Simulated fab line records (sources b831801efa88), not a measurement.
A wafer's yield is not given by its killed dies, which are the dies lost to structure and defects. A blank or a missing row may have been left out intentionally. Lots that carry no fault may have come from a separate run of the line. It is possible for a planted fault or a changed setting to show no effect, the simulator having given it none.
Matching of chambers    flow gf180mcu    cmp-01 running GF_STI_CMP_25: 4 sister chambers
The step polishes, stops on Si3N4, t overpolish 33 s, target thk 524.6 nm. 16 wafers are shown with their chamber, then 8 later ones without.

## WAFERS, EACH WITH ITS CHAMBER
wafer   chamber  motorCurrentA (A)  timeToEndpointS (s)  overpolishRunS (s)
L637.2  3        11.1               118                  33.005
L637.3  2        12.7               118                  33.013
L637.5  1        11.8               120                  32.991
L638.1  1        11.9               115                  32.980
L638.2  2        13.3               121                  32.988
L638.4  3        11.4               122                  33.008
L641.1  0        11.6               120                  32.996
L641.4  2        13.1               119                  32.990
L641.5  3        11.2               125                  32.990
L642.3  2        13.0               120                  33.012
L642.4  1        11.8               114                  33.005
L642.6  0        11.7               122                  32.998
L646.3  2        12.7               114                  33.020
L646.4  1        12.1               115                  33.009
L646.6  1        12.3               111                  32.994
L650.2  1        12.3               116                  33.004

SIGNATURES, as means of the wafers listed above
reading          chamber 0  chamber 1  chamber 2  chamber 3  scatter within a chamber
motorCurrentA    11.650     12.033     12.960     11.233     0.223
timeToEndpointS  121.00     115.17     118.40     121.67     2.87
overpolishRunS   32.99700   32.99717   33.00460   33.00100   0.0117
Rule: a wafer lies at a distance from a chamber equal to the root of the sum of squares, over the readings, of (its reading less the chamber's mean, divided by the reading's scatter). The wafer belongs to the nearest chamber; if the next one is less than 2 further off, it can't be placed. The scatter: the root of (the sum of the squares of (reading less its chamber's mean) over the shown wafers, divided by (wafers less chambers)).

## WAFERS MISSING THEIR CHAMBER
wafer   motorCurrentA (A)  timeToEndpointS (s)  overpolishRunS (s)
L650.4  13.7               119                  33.004
L650.6  11.3               122                  32.994
L651.1  11.9               112                  32.983
L651.2  11.4               121                  32.994
L651.6  11.3               121                  32.991
L653.2  11.6               115                  32.991
L653.5  11.4               114                  33.006
L653.6  12.3               111                  32.994

## WHICH CHAMBER EACH ONE RAN IN
wafer   from the rows above           in truth
L650.4  2                             2
L650.6  can't be placed: 3 or 0       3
L651.1  can't be placed: 1 or 0       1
L651.2  can't be placed: 3 or 0       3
L651.6  can't be placed: 3 or 0       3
L653.2  can't be placed: 1 or 0 or 3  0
L653.5  can't be placed: 0 or 3 or 1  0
L653.6  1                             1
Correctly placed: 2 of 8. Unplaceable from these rows: 6, with the true chamber sitting among the candidates in 6. Number placed wrongly: 0.
